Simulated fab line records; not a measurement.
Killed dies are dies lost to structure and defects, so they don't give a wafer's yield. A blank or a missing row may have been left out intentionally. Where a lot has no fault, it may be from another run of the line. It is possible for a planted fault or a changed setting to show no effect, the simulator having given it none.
Which of the tools did it? ; flow sky130 ; 24 lots, 72 wafers sampled, at 6 steps of a route of 708

== WHAT THE GAUGES READ, wafer by wafer ==
SKY_METAL1_OVL_MEAS_16. Usual: METAL1_OVL -2 nm, standard deviation 5.5.
lot;measured;on;METAL1_OVL (nm);flag
L074;day 32 19:52;overlay-02;13 4 9;
L075;day 33 05:43;overlay-02;3 -7 7;
L076;day 33 15:10;overlay-01;4 -3 2;
L077;day 34 00:01;overlay-01;2 2 3;
L079;day 34 00:40;overlay-01;-7 -14 -17;
L078;day 34 04:08;overlay-01;-9 0 -13;
L081;day 34 20:28;overlay-02;-2 0 -5;
L080;day 34 22:49;overlay-02;6 3 3;
L082;day 35 08:46;overlay-02;1 0 -6;
L083;day 35 14:08;overlay-02;-8 2 2;
L084;day 35 23:43;overlay-01;-6 3 0;
L085;day 36 08:43;overlay-01;0 -1 1;
L086;day 36 16:49;overlay-01;-12 -12 -5;
L087;day 36 20:49;overlay-01;-2 -3 -3;
L088;day 37 08:19;overlay-01;1 -2 -1;
L089;day 37 13:55;overlay-01;1 -2 -2;
L090;day 37 15:12;overlay-02;-5 3 -3;
L091;day 38 06:02;overlay-02;-10 6 3;
L092;day 38 12:22;overlay-01;-1 -4 -7;
L093;day 38 19:52;overlay-01;2 1 -6;
L094;day 39 02:48;overlay-01;-5 0 3;
L095;day 39 10:58;overlay-01;-7 2 7;
L096;day 39 13:49;overlay-01;4 -6 -4;
L097;day 39 16:31;overlay-01;-2 -7 -7;

SKY_VIA3_THK_MEAS_01. Usual: VIA3_HDPCVD_THK 1639 nm, standard deviation 16.
lot;measured;on;VIA3_HDPCVD_THK (nm);flag
L074;day 38 13:59;filmMetro-03;1632 1624 1622;
L075;day 38 22:19;filmMetro-03;1655 1645 1648;
L076;day 39 08:05;filmMetro-01;1628 1662 1637;
L077;day 39 16:50;filmMetro-01;1632 1637 1634;
L079;day 39 17:10;filmMetro-02;1621 1639 1619;
L078;day 39 21:03;filmMetro-03;1639 1632 1635;
L081;day 40 12:07;filmMetro-03;1635 1648 1664;
L080;day 40 15:08;filmMetro-03;1646 1657 1664;
L082;day 41 00:45;filmMetro-01;1637 1641 1622;
L083;day 41 04:57;filmMetro-01;1637 1659 1662;
L084;day 41 13:46;filmMetro-02;1625 1650 1676;
L085;day 41 22:35;filmMetro-02;1631 1629 1619;
L086;day 42 05:32;filmMetro-03;1653 1625 1633;
L087;day 42 09:44;filmMetro-02;1643 1638 1636;
L088;day 42 21:32;filmMetro-02;1612 1643 1628;
L089;day 43 00:29;filmMetro-01;1647 1634 1638;
L090;day 43 02:37;filmMetro-01;1625 1631 1644;
L091;day 43 16:18;filmMetro-01;1636 1627 1626;
L092;day 43 21:11;filmMetro-01;1654 1635 1633;
L093;day 44 05:44;filmMetro-01;1639 1685 1673;
L094;day 44 08:06;filmMetro-01;1644 1617 1619;
L095;day 44 17:56;filmMetro-01;1652 1646 1645;
L096;day 44 20:55;filmMetro-03;1624 1605 1598;
L097;day 44 22:09;filmMetro-01;1649 1651 1641;

SKY_VIA3_THK_MEAS_23: measures by xrf. Usual: VIA3_W_THK 400 nm, standard deviation 5.3.
lot;measured;on;VIA3_W_THK (nm);flag
L074;day 39 16:55;filmMetro-03;401 401 396;
L075;day 40 00:58;filmMetro-03;397 392 394;
L076;day 40 10:05;filmMetro-02;406 411 405;
L077;day 40 19:07;filmMetro-02;408 409 406;
L079;day 40 19:49;filmMetro-03;388 398 394;
L078;day 40 23:33;filmMetro-01;398 398 400;
L081;day 41 13:49;filmMetro-01;408 406 412;
L080;day 41 17:37;filmMetro-03;394 396 399;
L082;day 42 02:25;filmMetro-03;394 396 394;
L083;day 42 06:24;filmMetro-02;408 401 401;
L084;day 42 15:05;filmMetro-02;407 410 411;
L085;day 43 00:03;filmMetro-03;397 396 399;
L086;day 43 06:55;filmMetro-01;400 405 403;
L087;day 43 11:22;filmMetro-02;402 400 400;
L088;day 43 22:23;filmMetro-03;404 403 403;
L089;day 44 00:31;filmMetro-03;397 393 396;
L090;day 44 02:35;filmMetro-01;399 395 397;
L091;day 44 15:43;filmMetro-02;399 399 405;
L092;day 44 21:17;filmMetro-01;396 398 395;
L093;day 45 04:58;filmMetro-01;402 399 405;
L094;day 45 07:40;filmMetro-02;397 399 399;
L095;day 45 16:55;filmMetro-01;397 400 396;
L096;day 45 19:51;filmMetro-03;396 403 405;
L097;day 45 21:28;filmMetro-01;401 401 395;

SKY_CAP2M_RS_MEAS_03: the measuring method here is four-point-probe. Usual: CAP2M_TIN_RS 6.90 ohm/sq, standard deviation 0.076.
lot;measured;on;CAP2M_TIN_RS (ohm/sq);flag
L074;day 39 17:38;filmMetro-04;6.83 6.85 6.81;
L075;day 40 01:42;filmMetro-01;7.02 7.00 6.99;
L076;day 40 10:48;filmMetro-02;6.88 6.82 6.87;
L077;day 40 19:49;filmMetro-01;6.78 6.77 6.76;
L079;day 40 20:31;filmMetro-04;6.82 6.88 6.82;
L078;day 41 00:16;filmMetro-01;6.84 6.83 6.84;
L081;day 41 14:32;filmMetro-02;6.83 6.91 6.86;
L080;day 41 18:21;filmMetro-04;6.85 6.83 6.90;
L082;day 42 03:09;filmMetro-02;6.80 6.81 6.81;
L083;day 42 07:07;filmMetro-01;6.95 6.97 6.96;
L084;day 42 17:37;filmMetro-01;6.86 6.86 6.88;
L085;day 43 00:46;filmMetro-02;6.95 7.02 7.00;
L086;day 43 07:38;filmMetro-01;6.97 6.97 6.89;
L087;day 43 12:10;filmMetro-02;6.95 7.01 7.00;
L088;day 43 23:09;filmMetro-01;6.78 6.80 6.88;
L089;day 44 01:14;filmMetro-02;6.91 6.94 6.90;
L090;day 44 03:17;filmMetro-01;6.94 6.97 7.02;
L091;day 44 16:27;filmMetro-01;7.05 7.08 7.06;
L092;day 44 22:01;filmMetro-02;6.86 6.95 6.92;
L093;day 45 05:40;filmMetro-01;6.95 6.87 6.90;
L094;day 45 08:22;filmMetro-04;6.89 6.90 6.92;
L095;day 45 17:37;filmMetro-04;6.91 6.86 6.86;
L096;day 45 20:33;filmMetro-02;6.81 6.88 6.82;
L097;day 45 22:11;filmMetro-01;6.92 6.89 6.89;

== EACH LOT AND THE TOOL THAT RAN IT (in order: tool; ch and the chambers of the sampled wafers; start) ==
lot;SKY_METAL3_SPUTTER_00;SKY_VIA3_CMP_24
L074;pvdSputter-01, day 36 08:16;cmp-02 ch 1,2, day 39 16:58
L075;pvdSputter-01, day 36 16:52;cmp-01 ch 0,1,2, day 40 01:07
L076;pvdSputter-04, day 37 02:45;cmp-02 ch 0,1,3, day 40 10:09
L077;pvdSputter-04, day 37 11:57;cmp-02 ch 0,1,2, day 40 19:10
L079;pvdSputter-01, day 37 12:32;cmp-01 ch 0,2,3, day 40 19:58
L078;pvdSputter-01, day 37 15:46;cmp-01 ch 1,2, day 40 23:35
L081;pvdSputter-01, day 38 07:36;cmp-01 ch 1,2,3, day 41 13:52
L080;pvdSputter-04, day 38 10:39;cmp-01 ch 0,1,2, day 41 17:44
L082;pvdSputter-01, day 38 20:42;cmp-02 ch 1,2,3, day 42 02:35
L083;pvdSputter-01, day 39 01:12;cmp-02 ch 0,2,3, day 42 06:27
L084;pvdSputter-01, day 39 10:31;cmp-01 ch 0,2, day 42 16:58
L085;pvdSputter-04, day 39 19:04;cmp-01 ch 1,2,3, day 43 00:09
L086;pvdSputter-01, day 40 03:07;cmp-02 ch 2,3, day 43 07:00
L087;pvdSputter-01, day 40 06:58;cmp-02 ch 2,3, day 43 11:34
L088;pvdSputter-04, day 40 19:08;cmp-01 ch 0,1,3, day 43 22:32
L089;pvdSputter-03, day 40 23:01;cmp-02 ch 0,1,2, day 44 00:37
L090;pvdSputter-04, day 41 00:58;cmp-02 ch 0,1,3, day 44 02:39
L091;pvdSputter-03, day 41 15:19;cmp-01 ch 0,1, day 44 15:46
L092;pvdSputter-03, day 41 20:16;cmp-01 ch 0,2,3, day 44 21:20
L093;pvdSputter-03, day 42 04:43;cmp-01 ch 2,3, day 45 05:01
L094;pvdSputter-04, day 42 08:31;cmp-01 ch 0,1,3, day 45 07:43
L095;pvdSputter-01, day 42 18:01;cmp-01 ch 1,2,3, day 45 16:58
L096;pvdSputter-01, day 42 20:55;cmp-02 ch 0,1,3, day 45 19:55
L097;pvdSputter-03, day 42 23:28;cmp-02 ch 0,1,2, day 45 21:34
- SKY_METAL3_SPUTTER_00: material Ti, target thk 15 nm, time 10 s.
- SKY_VIA3_CMP_24: polishes, stops on SiO2, t overpolish 20 s, target thk 0 nm.

== WHAT THE TOOLS THEMSELVES READ (means of the sampled wafers that have a number; where no wafer has one, the mark that the record gives instead) ==
SKY_METAL3_SPUTTER_00. Usual: cathodeDcPowerW 2999.9 W, standard deviation 0.59; throttleValvePct 30.0 %, standard deviation 1.
lot;tool;cathodeDcPowerW (W);throttleValvePct (%);flag
L074;pvdSputter-01;2999.8;29.3;
L075;pvdSputter-01;2999.5;29.3;
L076;pvdSputter-04;2999.9;30.6;
L077;pvdSputter-04;3000.0;30.9;
L079;pvdSputter-01;3000.3;29.2;
L078;pvdSputter-01;2999.6;30.1;
L081;pvdSputter-01;3000.4;30.1;
L080;pvdSputter-04;3000.0;31.2;
L082;pvdSputter-01;2999.8;29.1;
L083;pvdSputter-01;2999.4;29.5;
L084;pvdSputter-01;3000.0;30.2;
L085;pvdSputter-04;2999.8;31.1;
L086;pvdSputter-01;2999.4;30.0;
L087;pvdSputter-01;3000.2;28.9;
L088;pvdSputter-04;2999.7;30.7;
L089;pvdSputter-03;3000.3;30.2;
L090;pvdSputter-04;3000.0;30.9;
L091;pvdSputter-03;3000.2;29.9;
L092;pvdSputter-03;2999.5;30.2;
L093;pvdSputter-03;3000.0;30.2;
L094;pvdSputter-04;2999.7;30.7;
L095;pvdSputter-01;3000.1;29.8;
L096;pvdSputter-01;3000.9;29.4;
L097;pvdSputter-03;2999.9;29.7;

SKY_VIA3_CMP_24. Usual: motorCurrentA 10.6 A, standard deviation 0.7; overpolishRunS 20.000 s, standard deviation 0.0091; timeToEndpointS 95 s, standard deviation 3.1.
lot;tool;motorCurrentA (A);overpolishRunS (s);timeToEndpointS (s);flag
L074;cmp-02;11.2;20.006;95;
L075;cmp-01;10.7;19.993;94;
L076;cmp-02;10.4;19.996;98;
L077;cmp-02;11.1;20.005;96;
L079;cmp-01;10.7;20.007;93;
L078;cmp-01;11.3;20.004;96;
L081;cmp-01;11.1;19.993;96;
L080;cmp-01;10.7;19.997;89;
L082;cmp-02;10.6;20.003;98;
L083;cmp-02;10.3;20.003;102;
L084;cmp-01;10.9;19.999;95;
L085;cmp-01;11.2;19.997;93;
L086;cmp-02;10.6;19.995;98;
L087;cmp-02;10.7;20.009;95;
L088;cmp-01;10.5;20.004;94;
L089;cmp-02;10.6;19.998;97;
L090;cmp-02;10.5;20.000;95;
L091;cmp-01;10.3;19.997;95;
L092;cmp-01;11.1;19.993;90;
L093;cmp-01;11.8;19.998;93;
L094;cmp-01;10.4;19.989;93;
L095;cmp-01;11.1;20.005;93;
L096;cmp-02;10.6;19.999;97;
L097;cmp-02;10.6;20.005;96;

== THE ANSWER, worked out from the rows above alone ==
Rule: take the mean of a lot's wafers that have a number; if it is more than 3 standard deviations from the usual mean, the lot is off. Also off: a lot with no number at a reading for which 4 or more lots have one. The other lots that the step has rows for count as sound. After the gauges, taken in route order, come the tools' own readings; for these a lot's mean is taken, as printed above. The first step at which some lot is off is used, and at that step the reading that is off furthest; a lot without a number counts as furthest.
No lot is off on any of the readings shown, so nothing can be concluded from this.

== WHAT WAS PUT IN BY THE SIMULATOR ==
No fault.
